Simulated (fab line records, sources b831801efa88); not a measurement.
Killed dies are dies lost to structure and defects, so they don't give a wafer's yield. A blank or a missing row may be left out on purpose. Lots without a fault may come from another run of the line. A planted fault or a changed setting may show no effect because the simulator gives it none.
Which tool did it? | flow gf180mcu | 6 lots, 18 wafers sampled, at 2 steps of a route of 602

WHAT THE GAUGES READ, wafer by wafer
GF_VT_IMPLANT_RS_MEAS_48: measures by four-point-probe.
lot  | measured     | on            | LVPWELL_RS (ohm/sq)
L412 | day 9 16:19  | film_metro-04 | 1190 1190 1189
L414 | day 10 07:29 | film_metro-04 | 1195 1189 1193
L416 | day 10 19:40 | film_metro-04 | 1191 1193 1192
L420 | day 11 20:33 | film_metro-01 | 1194 1196 1195
L422 | day 12 08:53 | film_metro-02 | 1230 1229 1227
L427 | day 13 22:13 | film_metro-02 | 1192 1190 1195

WHICH TOOL RAN EACH LOT (tool, then ch and the chambers of the sampled wafers, then the start)
lot  | GF_LVPWELL_IMPLANT_09
L412 | implanter-01 ch 0, day 5 13:38
L414 | implanter-01 ch 0, day 6 01:59
L416 | implanter-04 ch 0, day 6 12:44
L420 | implanter-04 ch 0, day 7 09:41
L422 | implanter-01 ch 0, day 7 20:47
L427 | implanter-02 ch 0, day 9 02:25
- GF_LVPWELL_IMPLANT_09

THE ANSWER, worked out from the rows above alone
Rule: what is usual is taken from the lots themselves. Put in order of their means at a reading, lots are off if they are a third of the lots or fewer, leave a main group of 4 or more, and stand apart from it by a gap of 3 or more times the standard deviation of the main group's means; of several such gaps the widest counts. A main group whose means are all the same, to the digits that the tables above print for the reading, isn't used. A lot without any number at a reading at which 4 lots or more have one is off too. The other lots that the step has rows for count as sound.
Off: L422, at GF_VT_IMPLANT_RS_MEAS_48 (LVPWELL_RS). The main group: mean 1192 ohm/sq, standard deviation 1.7.
A tool fits if, at a process step before that reading, it ran every lot that is off, and no sound lot after the first of them. The gauges at GF_VT_IMPLANT_RS_MEAS_48 are tried like those tools. One fits: implanter-01 at GF_LVPWELL_IMPLANT_09. Its last sound lot is L414 (day 6 01:59), its first lot that is off L422 (day 7 20:47): a fault that began between those two fits.

WHAT THE SIMULATOR HAD PUT IN
Process parameter drift: implanter-01, from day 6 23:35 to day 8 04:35, at GF_LVPWELL_IMPLANT_09. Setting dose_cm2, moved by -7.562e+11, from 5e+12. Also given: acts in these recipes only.
Lots struck among those shown: L422. The rule above found the same.
